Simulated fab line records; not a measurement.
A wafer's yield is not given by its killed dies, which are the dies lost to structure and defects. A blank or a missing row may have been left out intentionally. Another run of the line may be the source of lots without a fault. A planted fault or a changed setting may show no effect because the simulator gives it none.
Which tool was responsible? -- flow gf180mcu -- 11 lots, 33 wafers sampled, at 2 steps of a route of 602

WHAT THE GAUGES READ, wafer by wafer
GF_STI_THK_MEAS_30. Usual: STI_OXIDATION_02_THK gives 10.09 nm (standard deviation 0.19).
lot,measured,on,STI_OXIDATION_02_THK (nm),flag
L848,day 2 07:34,film metro-04,9.89 9.74 9.86,
L849,day 2 11:50,film metro-01,9.94 10.13 9.86,
L850,day 2 17:08,film metro-02,10.06 10.32 10.22,
L851,day 3 03:03,film metro-02,9.96 9.86 10.10,
L854,day 3 16:47,film metro-02,14.80 14.64 14.80,OFF
L855,day 3 21:31,film metro-01,10.18 10.26 10.07,
L857,day 4 04:19,film metro-02,14.91 15.01 14.86,OFF
L868,day 6 12:17,film metro-02,10.02 10.16 10.02,
L869,day 6 18:19,film metro-02,10.21 10.07 10.11,
L870,day 6 23:40,film metro-01,9.87 9.79 9.72,
L871,day 7 04:14,film metro-04,10.27 10.29 10.29,

EACH LOT AND THE TOOL THAT RAN IT (in order: tool; ch and the chambers of the sampled wafers; start)
lot,GF_STI_OXIDATION_29
L848,"furnace-02 ch 0, day 2 06:10"
L849,"furnace-01 ch 0, day 2 10:25"
L850,"furnace-02 ch 0, day 2 15:45"
L851,"furnace-01 ch 0, day 3 01:38"
L854,"furnace-01 ch 0, day 3 15:23"
L855,"furnace-02 ch 0, day 3 20:08"
L857,"furnace-01 ch 0, day 4 02:55"
L868,"furnace-01 ch 0, day 6 10:54"
L869,"furnace-02 ch 0, day 6 16:55"
L870,"furnace-01 ch 0, day 6 22:15"
L871,"furnace-02 ch 0, day 7 02:49"
- GF_STI_OXIDATION_29: stabilise 600 s, purge 300 s, target thk 10 nm.

WHAT THE TOOLS THEMSELVES READ (means of the sampled wafers that have a number; where no wafer has one, the mark that the record gives instead)
GF_STI_OXIDATION_29. Usual: for spike tc bottom C, 921 C with a standard deviation of 6; for spike tc centre C, 900.5 C with a standard deviation of 1.1; for spike tc lower C, 899.5 C with a standard deviation of 1.5; for spike tc top C, 908.1 C with a standard deviation of 1.9; for spike tc upper C, 900.6 C with a standard deviation of 0.92; for zone power top pct, 33.7 % with a standard deviation of 0.92; for zone power upper pct, 17.4 % with a standard deviation of 0.43.
lot,tool,spike tc bottom C (C),spike tc centre C (C),spike tc lower C (C),spike tc top C (C),spike tc upper C (C),zone power top pct (%),zone power upper pct (%),flag
L848,furnace-02,912,899.5,901.2,910.5,900.7,32.4,16.6,
L849,furnace-01,924,901.1,898.3,907.6,900.4,34.2,17.5,
L850,furnace-02,913,899.7,901.5,910.7,900.9,32.6,16.7,
L851,furnace-01,925,900.1,898.8,906.6,900.6,34.3,17.7,
L854,furnace-01,961,938.9,935.0,944.5,937.2,36.8,19.6,OFF
L855,furnace-02,910,899.8,901.5,910.4,899.8,32.6,16.9,
L857,furnace-01,963,937.5,935.9,943.8,937.4,36.8,19.4,OFF
L868,furnace-01,923,900.7,898.5,907.6,900.7,34.4,17.7,
L869,furnace-02,912,899.1,901.4,910.4,900.6,32.5,17.0,
L870,furnace-01,925,900.7,898.7,907.3,901.7,34.3,17.7,
L871,furnace-02,913,900.0,900.7,909.3,899.9,32.5,16.8,

THE ANSWER, worked out from the rows above alone
Rule: take the mean of a lot's wafers that have a number; if it is more than 3 standard deviations from the usual mean, the lot is off. A lot without any number at a reading at which 4 lots or more have one is off too. The other lots that the step has rows for count as sound. Order of review: gauges by route order, followed by the tools' own readings, for which a lot's mean as printed above is used. At the first step where some lot is off, the reading lying furthest off is the one used; lots without a number count as furthest.
Off: at GF_STI_THK_MEAS_30 (STI_OXIDATION_02_THK), L854, L857.
A tool fits if, at a process step before that reading, it ran every lot that is off, and no sound lot after the first of them. Not tried: the gauges at GF_STI_THK_MEAS_30; whatever is off there is also off at GF_STI_OXIDATION_29, on other tools, and gauge error can't account for it. No candidate that was tried fits.

WHAT THE SIMULATOR HAD INSERTED
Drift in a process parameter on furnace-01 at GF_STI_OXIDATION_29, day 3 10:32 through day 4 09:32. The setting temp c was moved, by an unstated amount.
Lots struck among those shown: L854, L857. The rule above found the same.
